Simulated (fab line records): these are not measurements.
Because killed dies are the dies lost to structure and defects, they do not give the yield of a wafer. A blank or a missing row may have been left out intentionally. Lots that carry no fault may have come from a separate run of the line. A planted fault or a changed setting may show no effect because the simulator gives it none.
Which of the tools did it? / flow sky130 / Sampling: 6 lots, 18 wafers, 3 of 708 route steps

WHAT THE GAUGES SHOWED, per wafer
SKY_VIA2_THK_MEAS_01.
lot=L530; measured=day 36 12:04; on=filmMetro-03; VIA2_HDPCVD_THK (nm)=1164 1178 1175
lot=L533; measured=day 37 18:53; on=filmMetro-02; VIA2_HDPCVD_THK (nm)=1187 1195 1196
lot=L537; measured=day 39 00:08; on=filmMetro-01; VIA2_HDPCVD_THK (nm)=1181 1164 1171
lot=L539; measured=day 39 04:31; on=filmMetro-03; VIA2_HDPCVD_THK (nm)=1176 1182 1185
lot=L542; measured=day 40 07:34; on=filmMetro-01; VIA2_HDPCVD_THK (nm)=1191 1191 1196
lot=L552; measured=day 42 16:01; on=filmMetro-01; VIA2_HDPCVD_THK (nm)=821 818 803

TOOL THAT RAN EACH LOT (tool first, then ch and the chambers of the sampled wafers, then the start)
lot=L530; SKY_METAL2_SPUTTER_00=pvdSputter-02, day 35 08:13; SKY_VIA2_HDPCVD_00=hdpcvd-01 ch 0,2, day 36 11:56
lot=L533; SKY_METAL2_SPUTTER_00=pvdSputter-02, day 36 14:34; SKY_VIA2_HDPCVD_00=hdpcvd-02 ch 1,2, day 37 18:45
lot=L537; SKY_METAL2_SPUTTER_00=pvdSputter-01, day 37 20:49; SKY_VIA2_HDPCVD_00=hdpcvd-01 ch 1,2, day 39 00:00
lot=L539; SKY_METAL2_SPUTTER_00=pvdSputter-03, day 38 00:55; SKY_VIA2_HDPCVD_00=hdpcvd-01 ch 0,1, day 39 04:23
lot=L542; SKY_METAL2_SPUTTER_00=pvdSputter-01, day 39 04:54; SKY_VIA2_HDPCVD_00=hdpcvd-02 ch 0,1,2, day 40 07:25
lot=L552; SKY_METAL2_SPUTTER_00=pvdSputter-01, day 41 13:58; SKY_VIA2_HDPCVD_00=hdpcvd-01 ch 0,1,2, day 42 15:55
- SKY_METAL2_SPUTTER_00: material Ti, target thk 15 nm, time 10 s.
- SKY_VIA2_HDPCVD_00: deposits SiO2, target thk 1180 nm, time 196.7 s.

THE ANSWER, worked out from the rows above alone
Rule: what is usual is taken from the lots themselves. The widest of any qualifying gaps counts: lots, ordered by their means at a reading, are off when they make up no more than a third of the lots, leave a main group of 4 or more, and stand apart from it by 3 or more times the standard deviation of that group's means. A main group is skipped when, at the precision printed for the reading in the tables above, its means are all equal. A lot without any number at a reading at which 4 lots or more have one is off too. All remaining lots with rows at the step are treated as sound.
Off: L552, seen at SKY_VIA2_THK_MEAS_01 (VIA2_HDPCVD_THK). Mean 1182 nm and standard deviation 9.2 in the main group.
A tool fits if, at a process step before that reading, it ran every lot that is off, and no sound lot after the first of them. Gauges at SKY_VIA2_THK_MEAS_01: tried the same way as those tools. Can't be told from this: 3 tools fit, pvdSputter-01 at SKY_METAL2_SPUTTER_00, hdpcvd-01 at SKY_VIA2_HDPCVD_00, filmMetro-01 at SKY_VIA2_THK_MEAS_01.

WHAT WAS PUT IN BY THE SIMULATOR
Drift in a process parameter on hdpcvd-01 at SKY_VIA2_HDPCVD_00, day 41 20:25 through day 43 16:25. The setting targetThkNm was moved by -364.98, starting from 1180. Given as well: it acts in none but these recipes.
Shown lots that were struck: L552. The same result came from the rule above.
